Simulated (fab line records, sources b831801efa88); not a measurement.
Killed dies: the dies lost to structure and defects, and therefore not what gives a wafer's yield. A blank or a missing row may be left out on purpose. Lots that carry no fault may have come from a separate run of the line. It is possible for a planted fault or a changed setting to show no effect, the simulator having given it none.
Check for tools in common || flow gf180mcu || Sampled: 13 lots, 39 wafers

## WHY THIS WAS OPENED
2 of 13 lots carry a flag on the reading HV_LDD_CVD_54_THK at GF_HV_LDD_THK_MEAS_55. Fault-free wafers read 10.04 nm, with a standard deviation of 0.13.
Rule: a lot is flagged in two cases, either no wafer of it has a number, or all its wafers with numbers fall more than 4 standard deviations from that mean. All remaining lots are regarded as sound.

{"lot": "L677", "measured": "day 12 21:59", "on": "film_metro-04", "HV_LDD_CVD_54_THK (nm), wafer by wafer": "10.00 10.00 9.83", "flag": ""}
{"lot": "L678", "measured": "day 13 02:26", "on": "film_metro-04", "HV_LDD_CVD_54_THK (nm), wafer by wafer": "10.18 10.27 10.12", "flag": ""}
{"lot": "L679", "measured": "day 13 11:43", "on": "film_metro-01", "HV_LDD_CVD_54_THK (nm), wafer by wafer": "9.96 10.05 10.06", "flag": ""}
{"lot": "L680", "measured": "day 13 22:37", "on": "film_metro-02", "HV_LDD_CVD_54_THK (nm), wafer by wafer": "10.07 10.14 10.06", "flag": ""}
{"lot": "L681", "measured": "day 14 03:46", "on": "film_metro-01", "HV_LDD_CVD_54_THK (nm), wafer by wafer": "10.11 10.16 10.14", "flag": ""}
{"lot": "L689", "measured": "day 16 20:13", "on": "film_metro-02", "HV_LDD_CVD_54_THK (nm), wafer by wafer": "10.19 10.17 10.15", "flag": ""}
{"lot": "L690", "measured": "day 17 05:49", "on": "film_metro-04", "HV_LDD_CVD_54_THK (nm), wafer by wafer": "4.86 4.66 4.95", "flag": "FLAGGED"}
{"lot": "L691", "measured": "day 17 12:55", "on": "film_metro-04", "HV_LDD_CVD_54_THK (nm), wafer by wafer": "4.73 4.82 4.79", "flag": "FLAGGED"}
{"lot": "L692", "measured": "day 17 18:34", "on": "film_metro-02", "HV_LDD_CVD_54_THK (nm), wafer by wafer": "9.81 9.84 9.87", "flag": ""}
{"lot": "L693", "measured": "day 18 02:23", "on": "film_metro-01", "HV_LDD_CVD_54_THK (nm), wafer by wafer": "10.11 10.09 10.07", "flag": ""}
{"lot": "L695", "measured": "day 18 22:50", "on": "film_metro-04", "HV_LDD_CVD_54_THK (nm), wafer by wafer": "9.89 9.89 9.86", "flag": ""}
{"lot": "L697", "measured": "day 19 09:21", "on": "film_metro-01", "HV_LDD_CVD_54_THK (nm), wafer by wafer": "10.20 10.17 10.24", "flag": ""}
{"lot": "L699", "measured": "day 20 02:01", "on": "film_metro-02", "HV_LDD_CVD_54_THK (nm), wafer by wafer": "10.11 10.18 10.10", "flag": ""}
Average over the flagged lots: 4.80 nm; offset from the usual -5.24 nm, equal to -40 standard deviations.

## WHICH TOOL RAN EACH LOT
The record keeps 1 process step preceding the reading, out of 602 steps on the route. Every cell lists first the tool, next ch and the chambers used by the sampled wafers, and last the start.
{"lot": "L677", "flag": "", "GF_HV_LDD_CVD_54": "lpcvd-01 ch 0, day 12 20:27"}
{"lot": "L678", "flag": "", "GF_HV_LDD_CVD_54": "lpcvd-01 ch 0, day 13 00:54"}
{"lot": "L679", "flag": "", "GF_HV_LDD_CVD_54": "lpcvd-01 ch 0, day 13 10:41"}
{"lot": "L680", "flag": "", "GF_HV_LDD_CVD_54": "lpcvd-02 ch 0, day 13 21:05"}
{"lot": "L681", "flag": "", "GF_HV_LDD_CVD_54": "lpcvd-02 ch 1, day 14 02:44"}
{"lot": "L689", "flag": "", "GF_HV_LDD_CVD_54": "lpcvd-02 ch 0, day 16 18:40"}
{"lot": "L690", "flag": "FLAGGED", "GF_HV_LDD_CVD_54": "lpcvd-02 ch 1, day 17 04:16"}
{"lot": "L691", "flag": "FLAGGED", "GF_HV_LDD_CVD_54": "lpcvd-02 ch 1, day 17 11:54"}
{"lot": "L692", "flag": "", "GF_HV_LDD_CVD_54": "lpcvd-01 ch 0, day 17 17:32"}
{"lot": "L693", "flag": "", "GF_HV_LDD_CVD_54": "lpcvd-01 ch 0, day 18 01:21"}
{"lot": "L695", "flag": "", "GF_HV_LDD_CVD_54": "lpcvd-01 ch 1, day 18 21:47"}
{"lot": "L697", "flag": "", "GF_HV_LDD_CVD_54": "lpcvd-01 ch 0, day 19 07:49"}
{"lot": "L699", "flag": "", "GF_HV_LDD_CVD_54": "lpcvd-01 ch 1, day 20 01:00"}
These steps, and what they do:
- GF_HV_LDD_CVD_54: deposits SiO2 from TEOS, target thk 10 nm, time 75 s.
- GF_HV_LDD_THK_MEAS_55

## FLAGGED OVER TOTAL, TOOL BY TOOL (the gauges that took the reading come last)
{"step": "GF_HV_LDD_CVD_54", "tool": "lpcvd-01", "lots run": 8, "flagged": 0, "share of the flagged lots": "none", "sound lots run after its first flagged lot": "-"}
{"step": "GF_HV_LDD_CVD_54", "tool": "lpcvd-02", "lots run": 5, "flagged": 2, "share of the flagged lots": "all", "sound lots run after its first flagged lot": 0}
{"step": "GF_HV_LDD_THK_MEAS_55", "tool": "film_metro-01", "lots run": 4, "flagged": 0, "share of the flagged lots": "none", "sound lots run after its first flagged lot": "-"}
{"step": "GF_HV_LDD_THK_MEAS_55", "tool": "film_metro-02", "lots run": 4, "flagged": 0, "share of the flagged lots": "none", "sound lots run after its first flagged lot": "-"}
{"step": "GF_HV_LDD_THK_MEAS_55", "tool": "film_metro-04", "lots run": 5, "flagged": 2, "share of the flagged lots": "all", "sound lots run after its first flagged lot": "1 (L695)"}

## THE TABLE: WHAT IT ALLOWS
lpcvd-02 at GF_HV_LDD_CVD_54 and film_metro-04 at GF_HV_LDD_THK_MEAS_55 are the 2 rows of the table that ran each flagged lot.
- lpcvd-02 at GF_HV_LDD_CVD_54: 2 of its 5 lots flagged. Last sound lot L689 at day 16 18:40, first flagged lot L690 at day 17 04:16; a fault beginning in between fits.
- film_metro-04 at GF_HV_LDD_THK_MEAS_55: 2 of its 5 lots flagged. After the first flagged lot (L695), sound lots still ran on it; a lasting fault on the whole tool would not permit that.
lpcvd-02 at GF_HV_LDD_CVD_54 is the single tool remaining.

## WHAT HAD BEEN PUT IN BY THE SIMULATOR
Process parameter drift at GF_HV_LDD_CVD_54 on lpcvd-02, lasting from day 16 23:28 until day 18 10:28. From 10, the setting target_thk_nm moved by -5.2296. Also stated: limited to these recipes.
Lots struck among those shown: L690, L691. The rule above found the same.
